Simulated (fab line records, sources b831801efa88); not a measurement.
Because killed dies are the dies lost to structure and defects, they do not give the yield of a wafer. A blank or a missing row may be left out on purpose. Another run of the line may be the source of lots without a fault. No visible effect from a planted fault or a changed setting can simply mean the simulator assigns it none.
The tool behind it: which one? || flow sfqLine || Sampling: 7 lots, 21 wafers, 4 of 325 route steps

WHAT THE GAUGES READ, wafer by wafer
SFQ_I7_BOW_MEAS_946.
{"lot": "L196", "measured": "day 82 18:23", "on": "filmMetro-04", "I7_BOW (um)": "22 24 9"}
{"lot": "L198", "measured": "day 83 03:09", "on": "filmMetro-04", "I7_BOW (um)": "12 -2 12"}
{"lot": "L204", "measured": "day 85 05:08", "on": "filmMetro-02", "I7_BOW (um)": "17 27 23"}
{"lot": "L211", "measured": "day 87 02:44", "on": "filmMetro-01", "I7_BOW (um)": "4 -6 -2"}
{"lot": "L213", "measured": "day 88 14:28", "on": "filmMetro-04", "I7_BOW (um)": "4 3 7"}
{"lot": "L215", "measured": "day 92 06:42", "on": "filmMetro-04", "I7_BOW (um)": "6 24 4"}
{"lot": "L217", "measured": "day 93 05:15", "on": "filmMetro-01", "I7_BOW (um)": "-4 -10 4"}

WHAT TOOL EACH LOT RAN ON (gives the tool, then ch and the chambers of the sampled wafers, and finally the start)
{"lot": "L196", "SFQ_TRILAYER_M1_LITHO_COAT_039": "lithoTrack-04 ch 0, day 18 19:04", "SFQ_TRILAYER_R5_ETCH_METAL_ETCH_139": "rieMetal-04 ch 0,1, day 63 05:40", "SFQ_TRILAYER_I7_CMP_CMP_184": "cmp-01 ch 1,2,3, day 82 15:22"}
{"lot": "L198", "SFQ_TRILAYER_M1_LITHO_COAT_039": "lithoTrack-02 ch 0, day 19 13:35", "SFQ_TRILAYER_R5_ETCH_METAL_ETCH_139": "rieMetal-04 ch 0,1, day 63 15:16", "SFQ_TRILAYER_I7_CMP_CMP_184": "cmp-01 ch 0,2,3, day 83 00:39"}
{"lot": "L204", "SFQ_TRILAYER_M1_LITHO_COAT_039": "lithoTrack-04 ch 0, day 22 12:07", "SFQ_TRILAYER_R5_ETCH_METAL_ETCH_139": "rieMetal-02 ch 0,1, day 65 11:33", "SFQ_TRILAYER_I7_CMP_CMP_184": "cmp-01 ch 0,3, day 85 02:37"}
{"lot": "L211", "SFQ_TRILAYER_M1_LITHO_COAT_039": "lithoTrack-02 ch 0, day 25 05:07", "SFQ_TRILAYER_R5_ETCH_METAL_ETCH_139": "rieMetal-03 ch 0,1, day 67 21:03", "SFQ_TRILAYER_I7_CMP_CMP_184": "cmp-01 ch 1,3, day 87 00:14"}
{"lot": "L213", "SFQ_TRILAYER_M1_LITHO_COAT_039": "lithoTrack-02 ch 0, day 26 11:10", "SFQ_TRILAYER_R5_ETCH_METAL_ETCH_139": "rieMetal-04 ch 1, day 69 21:33", "SFQ_TRILAYER_I7_CMP_CMP_184": "cmp-01 ch 0,2,3, day 88 11:58"}
{"lot": "L215", "SFQ_TRILAYER_M1_LITHO_COAT_039": "lithoTrack-02 ch 0, day 27 07:13", "SFQ_TRILAYER_R5_ETCH_METAL_ETCH_139": "rieMetal-04 ch 0,1, day 75 15:23", "SFQ_TRILAYER_I7_CMP_CMP_184": "cmp-02 ch 1,2,3, day 92 03:41"}
{"lot": "L217", "SFQ_TRILAYER_M1_LITHO_COAT_039": "lithoTrack-04 ch 0, day 27 20:25", "SFQ_TRILAYER_R5_ETCH_METAL_ETCH_139": "rieMetal-04 ch 0,1, day 79 20:19", "SFQ_TRILAYER_I7_CMP_CMP_184": "cmp-02 ch 0,2,3, day 93 03:14"}
- SFQ_TRILAYER_M1_LITHO_COAT_039: resist thk 600 nm.
- SFQ_TRILAYER_R5_ETCH_METAL_ETCH_139: etches the open film in Cl2, stops on SiO2, target depth 60 nm, time 40 s.
- SFQ_TRILAYER_I7_CMP_CMP_184: polishes SiO2.

THE ANSWER, worked out from the rows above alone
Rule: the usual values come from the lots themselves. The widest of any qualifying gaps counts: lots, ordered by their means at a reading, are off when they make up no more than a third of the lots, leave a main group of 4 or more, and stand apart from it by 3 or more times the standard deviation of that group's means. The tables above print the reading to a certain number of digits; a main group whose means all agree to those digits is not used. A lot without any number at a reading at which 4 lots or more have one is off too. All remaining lots with rows at the step are treated as sound.
Across all readings shown, no lot is off: no conclusion can be drawn from this.

WHAT THE SIMULATOR HAD INSERTED
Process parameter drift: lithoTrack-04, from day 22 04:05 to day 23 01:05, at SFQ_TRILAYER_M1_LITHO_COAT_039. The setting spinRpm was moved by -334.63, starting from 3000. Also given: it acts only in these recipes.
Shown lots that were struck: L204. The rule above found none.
